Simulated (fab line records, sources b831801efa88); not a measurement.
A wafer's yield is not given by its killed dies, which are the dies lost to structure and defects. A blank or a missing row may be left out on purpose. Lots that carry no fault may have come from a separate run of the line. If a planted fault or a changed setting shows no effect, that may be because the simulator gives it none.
One fault through the eyes of 2 desks / flow sfq-line / numbers are kept per desk, each desk with only its own; the story behind them comes last

DESK OF THE TOOL OWNER: cmp-01
The tool's own readings at SFQ_TRILAYER_I3_CMP_CMP_082 (polishes SiO2): means of the sampled wafers that have a number, for each lot that ran on this tool. If a lot's mean is further than 4 standard deviations from the usual mean, the lot is out of limits and carries the mark OUT (the distance appears in the brackets).
Columns: A = motor-current-A at SFQ_TRILAYER_I3_CMP_CMP_082, usual 10.1 A; B = retaining-ring-pressure-frac at SFQ_TRILAYER_I3_CMP_CMP_082, usual 1.000; C = time-to-endpoint-s at SFQ_TRILAYER_I3_CMP_CMP_082, usual 213 s
lot=L998; first seen here=day 44 16:08; A=10.0; B=1.000; C=207
lot=L100; first seen here=day 44 22:08; A=10.4; B=1.000; C=217
lot=L102; first seen here=day 45 01:38; A=10.3; B=0.999; C=211
lot=L106; first seen here=day 45 07:08; A=10.6; B=1.003; C=184
lot=L107; first seen here=day 45 10:38; A=10.9; B=1.002; C=206
lot=L108; first seen here=day 45 13:08; A=10.6; B=0.996; C=198
Result from this desk: across the 6 lots, nothing is out of limits.

AT THE METROLOGY DESK
Means of the sampled wafers that have a number, per lot and without regard to the tool the lot ran on: this is what the gauges read. If a lot's mean is further than 4 standard deviations from the usual mean, the lot is out of limits and carries the mark OUT (the distance appears in the brackets).
Columns: A = I7_BOW at SFQ_I7_BOW_MEAS_946, usual 7 um
lot=L998; first seen here=day 72 23:49; A=-8
lot=L999; first seen here=day 75 23:22; A=-18
lot=L100; first seen here=day 76 00:32; A=4
lot=L101; first seen here=day 77 23:20; A=4
lot=L102; first seen here=day 78 01:49; A=8
lot=L103; first seen here=day 84 18:17; A=24
lot=L106; first seen here=day 85 11:08; A=9
lot=L107; first seen here=day 85 20:08; A=6
lot=L108; first seen here=day 85 21:19; A=5
lot=L109; first seen here=day 85 23:10; A=-3
lot=L111; first seen here=day 86 06:17; A=-7
lot=L115; first seen here=day 87 02:10; A=6
lot=L117; first seen here=day 87 09:38; A=25
lot=L119; first seen here=day 88 15:51; A=18
lot=L120; first seen here=day 88 19:41; A=-15
Result from this desk: across the 15 lots, nothing is out of limits.

PUT TOGETHER
The tool owner's desk saw nothing out of limits.
From the metrology desk's view, nothing was out of limits.

WHAT THE SIMULATOR PUT IN
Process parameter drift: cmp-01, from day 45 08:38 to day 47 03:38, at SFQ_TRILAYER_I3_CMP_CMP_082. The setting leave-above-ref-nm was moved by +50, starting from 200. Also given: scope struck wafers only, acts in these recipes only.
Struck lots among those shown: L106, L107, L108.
